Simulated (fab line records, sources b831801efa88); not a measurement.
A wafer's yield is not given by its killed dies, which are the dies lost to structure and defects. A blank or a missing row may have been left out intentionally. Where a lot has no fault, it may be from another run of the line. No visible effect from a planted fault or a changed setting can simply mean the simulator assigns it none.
Struck lot and sound lot, side by side || flow sky130 || 43 out of 708 route steps
Sound: these wafers, L919.1, L919.3, L919.4. Struck: wafer L928.2 (left out: L928.5, a lot-mate that was not struck); the cause follows at the end.
For every step that has rows: the tool of each side, followed by ch and its chambers, followed by its first start. Under that, the readings that differ: sound wafers || struck wafers || difference of the means || sigmas: that difference in standard deviations of wafers without a fault.
alike: a reading whose means differ by less than 2 such deviations, as well as words and numbers matching on both sides. not compared: withheld readings; readings where some wafer has no value; bounds like >300 that might hide an equal value; numbers whose values overlap and for which the record gives no deviation.
The two part at a step that has a row with sigmas, a row that says differs or no value, or rows on one side only. Numbers that have no deviation but don't overlap get no sigmas and don't part them. A reading that every wafer of one side lacks parts them only if that side has two wafers or more.

first, 1 step without rows for these wafers: SKY_VT_ADJUST_PCH_IMPLANT_08.
SKY_VT_ADJUST_PCH_STRIP_09: strips in O2/N2.
  sound on plasma_asher-03 ch 0,1, day 10 09:56; struck on plasma_asher-03 ch 0, day 13 09:17
  alike: chamber_pressure_mTorr, drypump_motor_current_A, oes_product_au, strip_time_to_endpoint_s
  not compared: rf_hours_counter_h
SKY_VT_ADJUST_PCH_TW_MEAS_10:
  struck on film_metro-02, day 13 09:24; sound on film_metro-02, day 10 10:02
  alike: VT_ADJUST_PCH_TW
then, 7 steps without rows for these wafers: SKY_SONOS_TUNNEL_DEHYDRATE_00 (time 60 s); SKY_SONOS_TUNNEL_HMDS_01 (prime time 60 s); SKY_SONOS_TUNNEL_COAT_02 (resist thk 1140 nm); SKY_SONOS_TUNNEL_SOFTBAKE_03 (time 60 s); SKY_SONOS_TUNNEL_EXPOSE_04 (exposes mask TUNM, target cd 410 nm); SKY_SONOS_TUNNEL_PEB_05; SKY_SONOS_TUNNEL_DEVELOP_06 (develop time 60 s).
SKY_SONOS_TUNNEL_CD_MEAS_07: the cd target is 410 nm.
  struck on cd_sem-01, day 14 11:28; sound on cd_sem-02, day 11 10:01
{"reading": "cd_nm (nm)", "sound": "411.8 412.4 411.2", "struck": 404.6, "difference": -7.2, "sigmas": -4}
SKY_SONOS_TUNNEL_OVL_MEAS_08:
  struck on overlay-02, day 14 11:35; sound on overlay-02, day 11 10:08
  alike: SONOS_TUNNEL_OVL
SKY_SONOS_TUNNEL_IMPLANT_09:
  sound on implanter-02 ch 0, day 11 10:10; struck on implanter-01 ch 0, day 14 11:38
then, 2 steps without rows for these wafers: SKY_SONOS_TUNNEL_WET_ETCH_10 (etches SiO2 in dHF, target depth 14 nm, time 280 s); SKY_SONOS_TUNNEL_STRIP_11 (strips in SPM, time 600 s).
SKY_SONOS_TUNNEL_TW_MEAS_12:
  struck on film_metro-03, day 14 12:02; sound on film_metro-03, day 11 10:34
  alike: SONOS_TUNNEL_TW
then, 2 steps without rows for these wafers: SKY_SONOS_TUNNEL_CLEAN_13 (cleans in dHF, time 20 s); SKY_SONOS_ONO_OXIDATION_00 (stabilise 600 s, purge 300 s, target thk 2.6 nm).
SKY_SONOS_ONO_THK_MEAS_01:
  struck on film_metro-01, day 14 14:58; sound on film_metro-01, day 11 12:11
  alike: SONOS_ONO_OXIDATION_THK
then, 1 step without rows for these wafers: SKY_SONOS_ONO_CVD_02 (deposits Si3N4 from DCS/NH3, target thk 10.5 nm, time 180 s).
SKY_SONOS_ONO_THK_MEAS_03:
  struck on film_metro-02, day 14 16:14; sound on film_metro-01, day 11 14:57
  alike: SONOS_ONO_CVD_02_THK
then, 1 step without rows for these wafers: SKY_SONOS_ONO_CVD_04 (deposits SiO2 from SiH4/N2O, target thk 5.7199 nm).
SKY_SONOS_ONO_THK_MEAS_05:
  struck on film_metro-01, day 14 17:32; sound on film_metro-04, day 11 16:16
  alike: SONOS_ONO_CVD_04_THK
then, 7 steps without rows for these wafers: SKY_SONOS_ONO_DEHYDRATE_06 (time 60 s); SKY_SONOS_ONO_HMDS_07 (prime time 60 s); SKY_SONOS_ONO_COAT_08 (resist thk 1140 nm); SKY_SONOS_ONO_SOFTBAKE_09 (time 60 s); SKY_SONOS_ONO_EXPOSE_10 (exposes mask ONOM, target cd 410 nm); SKY_SONOS_ONO_PEB_11; SKY_SONOS_ONO_DEVELOP_12 (develop time 60 s).
SKY_SONOS_ONO_CD_MEAS_13: the cd target is 410 nm.
  struck on cd_sem-01, day 15 20:08; sound on cd_sem-01, day 12 16:21
  alike: cd_nm
SKY_SONOS_ONO_OVL_MEAS_14:
  struck on overlay-02, day 15 20:14; sound on overlay-01, day 12 16:28
  alike: SONOS_ONO_OVL
SKY_SONOS_ONO_ETCH_15: etches the open film in CHF3/O2, target depth 19.52 nm, time 7.8 s.
  sound on rie_diel-01 ch 0,2,3, day 12 16:31; struck on rie_diel-01 ch 1, day 15 20:16
{"reading": "rf_hours_counter_h (h)", "sound": "4 19 100", "struck": 3, "difference": -38, "sigmas": ""}
  alike: O2_flow_sccm, chamber_pressure_mTorr, drypump_motor_current_A, oes_product_au, throttle_valve_pct
then, 1 step without rows for these wafers: SKY_SONOS_ONO_WET_ETCH_16 (etches SiO2 in dHF, target depth 14 nm, time 280 s).
SKY_SONOS_ONO_STRIP_17: strips in O2/N2.
  sound on plasma_asher-04 ch 0,1, day 12 16:37; struck on plasma_asher-04 ch 0, day 15 20:22
{"reading": "strip_time_to_endpoint_s (s)", "sound": "14.10 14.12 14.07", "struck": 14.19, "difference": "+0.09", "sigmas": "+2"}
  alike: chamber_pressure_mTorr, drypump_motor_current_A, oes_product_au
  not compared: rf_hours_counter_h
then, 3 steps without rows for these wafers: SKY_SONOS_ONO_WET_ETCH_18 (etches Si3N4 in H3PO4, target depth 15 nm, time 172 s); SKY_GATE_OXIDE_CLEAN_00 (cleans in SC1/SC2, time 150 s); SKY_GATE_OXIDE_OXIDATION_01 (stabilise 600 s, purge 300 s, target thk 10.268 nm).
SKY_GATE_OXIDE_THK_MEAS_02:
  struck on film_metro-03, day 15 22:16; sound on film_metro-04, day 12 18:38
  alike: GATE_OXIDE_OXIDATION_00_THK
then, 3 steps without rows for these wafers: SKY_GATE_OXIDE_DEHYDRATE_03 (time 60 s); SKY_GATE_OXIDE_HMDS_04 (prime time 60 s); SKY_GATE_OXIDE_COAT_05 (resist thk 1140 nm).
-- the record jumps here: 32 days lie between the struck wafers' starts before and after (it left off in module GATE_OXIDE and takes up again in module PAD_OPEN, whose first step shown is number 708 of the route) --
SKY_PAD_OPEN_PROBE_99:
  struck on prober-01, day 48 05:10; sound on prober-02, day 45 15:29
{"reading": "hold", "sound": "- - -", "struck": "await_dispo/3.1h/release", "difference": "no value on the sound wafers", "sigmas": ""}
{"reading": "killed_at_front_end", "sound": "26 15 18", "struck": 32, "difference": "+12", "sigmas": "+3"}
{"reading": "killed_dies", "sound": "99 79 79", "struck": 105, "difference": "+19", "sigmas": "+2"}
{"reading": "killed_short", "sound": "45 37 38", "struck": 54, "difference": "+14", "sigmas": "+2"}
{"reading": "model.etest.tip_sonos.rs_ohm_sq_range", "sound": "34.15 28.19 28.72", "struck": 94.24, "difference": "+63.89", "sigmas": ""}
  alike: killed_at_M0_to_M3, killed_at_M4_up, killed_at_contacts, killed_at_other, killed_open

## WHERE THEY PART
Last at SKY_PAD_OPEN_PROBE_99 as far as this record goes, first at SKY_SONOS_TUNNEL_CD_MEAS_07.

WHY: the cause the simulator had injected
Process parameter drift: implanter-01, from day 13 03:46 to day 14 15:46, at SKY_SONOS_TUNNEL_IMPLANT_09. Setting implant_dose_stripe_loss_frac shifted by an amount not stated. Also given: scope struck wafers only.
